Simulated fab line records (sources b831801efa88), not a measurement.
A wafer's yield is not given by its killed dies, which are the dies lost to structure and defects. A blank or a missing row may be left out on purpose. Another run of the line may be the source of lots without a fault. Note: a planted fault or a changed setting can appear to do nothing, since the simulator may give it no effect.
Which tool did it? | flow gf180mcu | 36 wafers from 12 lots sampled at 5 of the route's 602 steps

== WHAT EACH GAUGE READ, for each wafer ==
Not one reading of a measure or inspect step in the record can be checked against a usual standard deviation.

== WHAT TOOL EACH LOT RAN ON (gives the tool, then ch and the chambers of the sampled wafers, and finally the start) ==
lot  | GF_STI_CMP_25                | GF_VT_IMPLANT_COAT_35             | GF_VT_IMPLANT_STRIP_42               | GF_POLY_GATE_ETCH_12               | GF_HV_LDD_ETCHBACK_58
L152 | cmp-01 ch 0,1, day 2 03:35   | litho-track-03 ch 0, day 7 04:34  | plasma-asher-01 ch 0,1, day 7 12:28  | rie-diel-01 ch 1,2,3, day 9 05:19  | rie-diel-04 ch 0,1,3, day 12 12:18
L153 | cmp-01 ch 1,2, day 2 08:29   | litho-track-03 ch 0, day 7 10:04  | plasma-asher-03 ch 0,1, day 7 18:49  | rie-diel-02 ch 0,1,2, day 9 10:19  | rie-diel-03 ch 0,1,2, day 12 21:03
L156 | cmp-01 ch 0,1,3, day 2 23:53 | litho-track-03 ch 0, day 8 06:17  | plasma-asher-02 ch 0,1, day 8 14:49  | rie-diel-01 ch 2,3, day 10 06:44   | rie-diel-04 ch 0,1,2, day 13 17:44
L157 | cmp-02 ch 0,3, day 3 05:05   | litho-track-01 ch 0, day 8 11:47  | plasma-asher-03 ch 0,1, day 8 20:47  | rie-diel-02 ch 2,3, day 10 13:25   | rie-diel-01 ch 0,2,3, day 13 23:33
L160 | cmp-02 ch 2,3, day 3 20:36   | litho-track-01 ch 0, day 9 07:27  | plasma-asher-01 ch 0, day 9 16:13    | rie-diel-01 ch 0,1, day 11 11:08   | rie-diel-04 ch 0,2,3, day 15 03:53
L162 | cmp-01 ch 1,2, day 4 07:14   | litho-track-01 ch 0, day 9 21:23  | plasma-asher-02 ch 0,1, day 10 07:04 | rie-diel-03 ch 0,3, day 12 01:47   | rie-diel-01 ch 0,2, day 15 18:20
L163 | cmp-02 ch 2,3, day 4 12:19   | litho-track-04 ch 0, day 10 05:10 | plasma-asher-03 ch 0,1, day 10 14:10 | rie-diel-02 ch 0,3, day 12 13:04   | rie-diel-01 ch 0,1,3, day 16 08:09
L165 | cmp-02 ch 1,2,3, day 4 23:53 | litho-track-03 ch 0, day 11 00:23 | plasma-asher-01 ch 0,1, day 11 09:39 | rie-diel-02 ch 1,2,3, day 13 09:02 | rie-diel-04 ch 0,2,3, day 17 07:05
L166 | cmp-01 ch 1,3, day 5 05:07   | litho-track-01 ch 0, day 11 03:39 | plasma-asher-03 ch 0,1, day 11 13:04 | rie-diel-03 ch 0,1,2, day 13 11:32 | rie-diel-03 ch 2,3, day 17 08:43
L173 | cmp-02 ch 0,1,3, day 6 16:13 | litho-track-03 ch 0, day 13 01:32 | plasma-asher-03 ch 0,1, day 13 11:27 | rie-diel-01 ch 1,2,3, day 15 12:50 | rie-diel-03 ch 0,2,3, day 19 16:52
L174 | cmp-01 ch 0,3, day 6 22:37   | litho-track-03 ch 0, day 13 09:11 | plasma-asher-02 ch 0,1, day 13 19:31 | rie-diel-02 ch 0,1, day 15 20:11   | rie-diel-01 ch 0,2,3, day 20 00:26
L175 | cmp-01 ch 0,2,3, day 7 05:08 | litho-track-04 ch 0, day 13 16:14 | plasma-asher-03 ch 0,1, day 14 02:42 | rie-diel-03 ch 0,2,3, day 16 05:13 | rie-diel-01 ch 2,3, day 20 11:10
- GF_STI_CMP_25: polishes, stops on Si3N4, t overpolish 33 s, target thk 524.6 nm.
- GF_VT_IMPLANT_COAT_35: resist thk 1000 nm.
- GF_VT_IMPLANT_STRIP_42: strips in O2/N2.
- GF_POLY_GATE_ETCH_12: etches BARC in N2/H2.
- GF_HV_LDD_ETCHBACK_58: etches Si3N4 in CH3F/O2, stops on SiO2, time 100 s, target depth 90 nm.

== AS READ BY THE TOOLS THEMSELVES (means over the sampled wafers that have a number; for cases with no such wafer, the mark the record gives instead) ==
GF_STI_CMP_25.
lot  | tool   | motor-current-A (A) | overpolish-run-s (s) | time-to-endpoint-s (s)
L152 | cmp-01 | 13.2                | 32.999               | 119
L153 | cmp-01 | 12.5                | 33.002               | 121
L156 | cmp-01 | 12.6                | 32.999               | 121
L157 | cmp-02 | 12.6                | 33.005               | 123
L160 | cmp-02 | 13.3                | 32.995               | 127
L162 | cmp-01 | 12.5                | 33.000               | 125
L163 | cmp-02 | 13.9                | 33.012               | 125
L165 | cmp-02 | 11.8                | 32.997               | 123
L166 | cmp-01 | 12.1                | 32.998               | 118
L173 | cmp-02 | 11.5                | 33.003               | 122
L174 | cmp-01 | 12.1                | 33.005               | 124
L175 | cmp-01 | 12.1                | 32.997               | 122

GF_VT_IMPLANT_COAT_35.
lot  | tool           | spin-speed-rpm (rpm)
L152 | litho-track-03 | 2996.7
L153 | litho-track-03 | 3001.4
L156 | litho-track-03 | 3001.9
L157 | litho-track-01 | 2999.5
L160 | litho-track-01 | 2999.8
L162 | litho-track-01 | 3000.0
L163 | litho-track-04 | 3000.4
L165 | litho-track-03 | 2999.6
L166 | litho-track-01 | 3000.9
L173 | litho-track-03 | 3209.8
L174 | litho-track-03 | 3209.9
L175 | litho-track-04 | 2997.4

GF_VT_IMPLANT_STRIP_42.
lot  | tool            | drypump-motor-current-A (A) | heater-power-w (W) | o2-flow-sccm (sccm) | oes-product-au (a.u.) | strip-time-to-endpoint-s (s)
L152 | plasma-asher-01 | 5.2                         | 353                | 3007                | 0.712                 | 12.632
L153 | plasma-asher-03 | 5.9                         | 327                | 3003                | 0.714                 | 12.648
L156 | plasma-asher-02 | 5.8                         | 318                | 3001                | 0.714                 | 12.636
L157 | plasma-asher-03 | 5.7                         | 335                | 3001                | 0.714                 | 12.602
L160 | plasma-asher-01 | 5.2                         | 354                | 3002                | 0.715                 | 12.599
L162 | plasma-asher-02 | 5.9                         | 317                | 2986                | 0.717                 | 12.605
L163 | plasma-asher-03 | 5.7                         | 334                | 3000                | 0.718                 | 12.673
L165 | plasma-asher-01 | 5.1                         | 358                | 3002                | 0.716                 | 12.649
L166 | plasma-asher-03 | 5.7                         | 334                | 3005                | 0.719                 | 12.641
L173 | plasma-asher-03 | 5.7                         | 333                | 3004                | 0.712                 | 12.281
L174 | plasma-asher-02 | 5.8                         | 318                | 2998                | 0.711                 | 12.258
L175 | plasma-asher-03 | 5.6                         | 336                | 2996                | 0.715                 | 12.638

GF_POLY_GATE_ETCH_12.
lot  | tool        | drypump-motor-current-A (A) | oes-product-au (a.u.) | throttle-valve-pct (%)
L152 | rie-diel-01 | 5.42                        | 0.731                 | 13.220
L153 | rie-diel-02 | 5.73                        | 0.738                 | 13.212
L156 | rie-diel-01 | 5.51                        | 0.732                 | 13.214
L157 | rie-diel-02 | 5.42                        | 0.734                 | 13.209
L160 | rie-diel-01 | 5.58                        | 0.737                 | 13.214
L162 | rie-diel-03 | 5.91                        | 0.732                 | 13.212
L163 | rie-diel-02 | 5.63                        | 0.737                 | 13.205
L165 | rie-diel-02 | 5.64                        | 0.732                 | 13.215
L166 | rie-diel-03 | 5.70                        | 0.739                 | 13.205
L173 | rie-diel-01 | 5.41                        | 0.736                 | 13.205
L174 | rie-diel-02 | 6.05                        | 0.733                 | 13.212
L175 | rie-diel-03 | 5.85                        | 0.740                 | 13.225

GF_HV_LDD_ETCHBACK_58.
lot  | tool        | O2_flow_sccm (sccm) | drypump-motor-current-A (A) | oes-product-au (a.u.) | throttle-valve-pct (%)
L152 | rie-diel-04 | 30.07               | 5.81                        | 0.834                 | 10.554
L153 | rie-diel-03 | 29.88               | 5.69                        | 0.839                 | 10.566
L156 | rie-diel-04 | 30.01               | 5.67                        | 0.836                 | 10.568
L157 | rie-diel-01 | 30.12               | 5.55                        | 0.853                 | 10.559
L160 | rie-diel-04 | 30.00               | 5.65                        | 0.844                 | 10.571
L162 | rie-diel-01 | 30.01               | 5.57                        | 0.837                 | 10.567
L163 | rie-diel-01 | 30.09               | 5.46                        | 0.860                 | 10.560
L165 | rie-diel-04 | 30.15               | 5.68                        | 0.842                 | 10.562
L166 | rie-diel-03 | 30.09               | 5.76                        | 0.844                 | 10.564
L173 | rie-diel-03 | 29.99               | 5.82                        | 0.845                 | 10.560
L174 | rie-diel-01 | 29.99               | 5.53                        | 0.846                 | 10.557
L175 | rie-diel-01 | 30.04               | 5.50                        | 0.851                 | 10.550

== THE ANSWER, worked out from the rows above alone ==
Rule: what is usual is taken from the lots themselves. The widest of any qualifying gaps counts: lots, ordered by their means at a reading, are off when they make up no more than a third of the lots, leave a main group of 4 or more, and stand apart from it by 3 or more times the standard deviation of that group's means. A main group whose means are all the same, to the digits that the tables above print for the reading, isn't used. A lot without any number at a reading at which 4 lots or more have one is off too. The other lots that the step has rows for count as sound. Order of review: gauges by route order, followed by the tools' own readings, for which a lot's mean as printed above is used. The first step at which some lot is off is used, and at that step the reading that is off furthest; a lot without a number counts as furthest.
Off: L173, L174, at GF_VT_IMPLANT_COAT_35 (spin-speed-rpm). Main group: mean 2999.8 rpm, sd 1.6.
A tool fits if, at that step or a process step before it, it ran every lot that is off, and no sound lot after the first of them. One fits: GF_VT_IMPLANT_COAT_35 on litho-track-03. Its last sound lot is L165 (day 11 00:23), its first lot that is off L173 (day 13 01:32): a fault that began between those two fits.
On the lots that are off, the tool's own readings at GF_VT_IMPLANT_COAT_35 differ by more than 5 times the standard deviation of the sound lots' means, which bears it out; spin-speed-rpm reads 3209.9 rpm there versus 2999.8 rpm on the sound lots.

== WHAT THE SIMULATOR PUT IN ==
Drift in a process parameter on litho-track-03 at GF_VT_IMPLANT_COAT_35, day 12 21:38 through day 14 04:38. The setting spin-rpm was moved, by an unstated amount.
Lots struck among those shown: L173, L174. Same finding as the rule above.
